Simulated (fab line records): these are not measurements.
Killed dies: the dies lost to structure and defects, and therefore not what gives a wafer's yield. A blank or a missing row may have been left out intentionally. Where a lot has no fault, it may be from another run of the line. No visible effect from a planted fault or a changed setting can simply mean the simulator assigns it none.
Matching of chambers -- flow gf180mcu -- cmp-01 running GF_V1_CMP_04: 4 sister chambers
The step polishes SiO2. 18 wafers are shown with their chamber, then 9 later ones without.

== WAFERS, EACH WITH ITS CHAMBER ==
wafer,chamber,motor current A (A),slurry filter dp kPa (kPa),time to endpoint s (s)
L750.1,0,11.5,13.44,74
L750.2,1,10.0,13.43,77
L750.5,0,11.6,13.57,80
L754.2,3,11.9,13.60,74
L754.4,2,12.0,13.55,78
L754.5,1,10.2,13.40,73
L755.1,2,12.4,13.81,83
L755.5,3,11.7,13.63,87
L755.6,0,11.4,13.46,87
L758.2,1,10.3,13.49,80
L758.5,1,10.2,13.70,87
L758.6,0,11.5,13.38,81
L765.4,2,12.0,13.70,86
L765.5,3,11.6,13.60,79
L765.6,0,12.4,13.66,86
L766.1,2,12.8,13.48,82
L766.4,0,11.3,13.68,79
L766.6,1,10.3,13.77,83

SIGNATURES, as means of the wafers listed above
reading,chamber 0,chamber 1,chamber 2,chamber 3,scatter within a chamber
motor current A,11.617,10.200,12.300,11.733,0.309
slurry filter dp kPa,13.5317,13.5580,13.6350,13.6100,0.135
time to endpoint s,81.17,80.00,82.25,80.00,5
Rule: for a wafer and a chamber, the distance is found by dividing, reading by reading, the gap between the wafer's reading and the chamber's mean by the reading's scatter, squaring, summing and taking the root. If the next closest chamber is less than 2 further off than the closest, the wafer can't be placed; otherwise it belongs to the closest. The scatter is the square root of a quotient: the sum, over the shown wafers, of each reading's squared deviation from its chamber's mean, divided by wafers minus chambers.

== WAFERS WITHOUT THEIR CHAMBER ==
wafer,motor current A (A),slurry filter dp kPa (kPa),time to endpoint s (s)
L767.1,12.8,13.67,79
L767.3,11.4,13.63,79
L767.5,12.1,13.59,84
L768.3,11.1,13.59,83
L768.4,13.1,13.39,79
L768.5,12.8,13.47,86
L772.1,11.0,13.57,80
L772.5,10.2,13.41,91
L772.6,11.2,13.50,87

== THE CHAMBER EACH PASSED THROUGH ==
wafer,from the rows above,in truth
L767.1,can't be placed: 2 or 3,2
L767.3,can't be placed: 0 or 3 or 2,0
L767.5,can't be placed: 2 or 3 or 0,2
L768.3,can't be placed: 0 or 3 or 1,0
L768.4,can't be placed: 2 or 3 or 0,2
L768.5,can't be placed: 2 or 3 or 0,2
L772.1,can't be placed: 0 or 3 or 1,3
L772.5,1,1
L772.6,can't be placed: 0 or 3 or 1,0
Correctly placed: 1 of 9. Can't be placed from these rows: 8 (the true chamber is among the candidates in 8). Number placed wrongly: 0.
